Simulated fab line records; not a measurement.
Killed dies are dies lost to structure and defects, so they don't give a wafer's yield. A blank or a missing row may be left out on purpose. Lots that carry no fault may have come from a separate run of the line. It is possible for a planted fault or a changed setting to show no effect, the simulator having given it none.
Problem report in the 8D (eight disciplines) form, filled by code / flow sky130 / the parts of the form that need people (team, actions taken, sign-off) are left out

== 1. THE PROBLEM ==
Mean of oes_product_au at SKY_LI_CONTACT_ETCH_15: 1.625 a.u. across 6 wafers in 2 lots; on wafers with no fault it is 0.837 a.u. (standard deviation 0.0047). That is +99 or more standard deviations from the usual mean.
The step: etches PSG in C4F8/O2/Ar, stops on Si, target depth 600 nm.
Seen first at day 34 17:40 on rie_diel-03, wafer L880.1. At this step, 36 wafers from 12 lots have a number in the record. By rule, "out" or "out of limits" means more than 4 standard deviations away from the usual mean. The rest of the wafers with a number are treated as sound.

== 2. WHAT IT IS AND WHAT IT IS NOT ==
question=which readings at this step | is=oes_product_au | is not=-
question=which lots | is=L880, L881 | is not=L865, L867, L869, L870, L874, L875, L876, L886, L887, L888
question=which wafers of those lots | is=all that have a number | is not=-
question=read on which tools | is=rie_diel-02, rie_diel-03 | is not=rie_diel-04
question=when | is=from day 34 17:40 | is not=up to then (21 sound wafers); but 9 sound wafers of L886, L887, L888 came after

== 3. THE SUSPECTS, EACH WITH WHAT RULES IT OUT ==
Counting: any tool at a process step up to the reading is kept as a suspect provided that every lot that is out went through it and no sound lot did after the first of them.
- cmp-02 at SKY_LI_CONTACT_CMP_02 (polishes PSG): ruled out as a lasting fault. The sound lots L886, L888 went through it after L880, its earliest lot that is out (day 33 14:59).
Left after counting: nothing in the record.

== 4. THE CAUSE (what the simulator had put in) ==
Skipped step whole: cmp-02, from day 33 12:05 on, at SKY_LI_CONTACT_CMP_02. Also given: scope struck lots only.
The count ruled it out by mistake, since the rule takes a fault to strike every lot its tool runs from the start of the fault on, and this one did not do so.

== 5. SEQUENCE OF EFFECTS, ordered by route ==
Each row: a reading where the mean over the struck wafers with a number is more than 3 standard deviations away from the usual. Scope: only readings with a usual standard deviation given in the record; hours: median across lots of the time from each lot's start at the first step in this table that gives one to its start at this step; sigmas: change in usual standard deviations.
hours=0; step=SKY_LI_CONTACT_ETCH_15; reading=oes_product_au; usual=0.837 a.u.; on struck wafers=1.625; change=+0.788; sigmas=+99 or more
hours=361; step=SKY_PAD_OPEN_PROBE_99; reading=killed_at_contacts; usual=24; on struck wafers=432; change=+408; sigmas=+85
hours=361; step=SKY_PAD_OPEN_PROBE_99; reading=killed_dies; usual=86; on struck wafers=492; change=+406; sigmas=+44
hours=361; step=SKY_PAD_OPEN_PROBE_99; reading=killed_on_rim; usual=17; on struck wafers=96; change=+79; sigmas=+23
Its process steps:
- SKY_LI_CONTACT_ETCH_15: etches PSG in C4F8/O2/Ar, stops on Si, target depth 600 nm.
- SKY_PAD_OPEN_PROBE_99
Readings that are blank on the struck wafers while sound wafers have them: edge_zone_pressure_frac at SKY_LI_CONTACT_CMP_02; head_pressure_psi at SKY_LI_CONTACT_CMP_02; motor_current_A at SKY_LI_CONTACT_CMP_02; time_to_endpoint_s at SKY_LI_CONTACT_CMP_02.

== 6. WHAT WOULD HAVE CAUGHT IT SOONER ==
First out-of-limits reading in this record: day 34 17:40, which is 30 hours after fault onset at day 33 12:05.
At SKY_LI_CONTACT_CMP_02 the tool's readings are blank on the struck wafers, where sound wafers have them: an empty tool record is the first sign, and it was there at once.
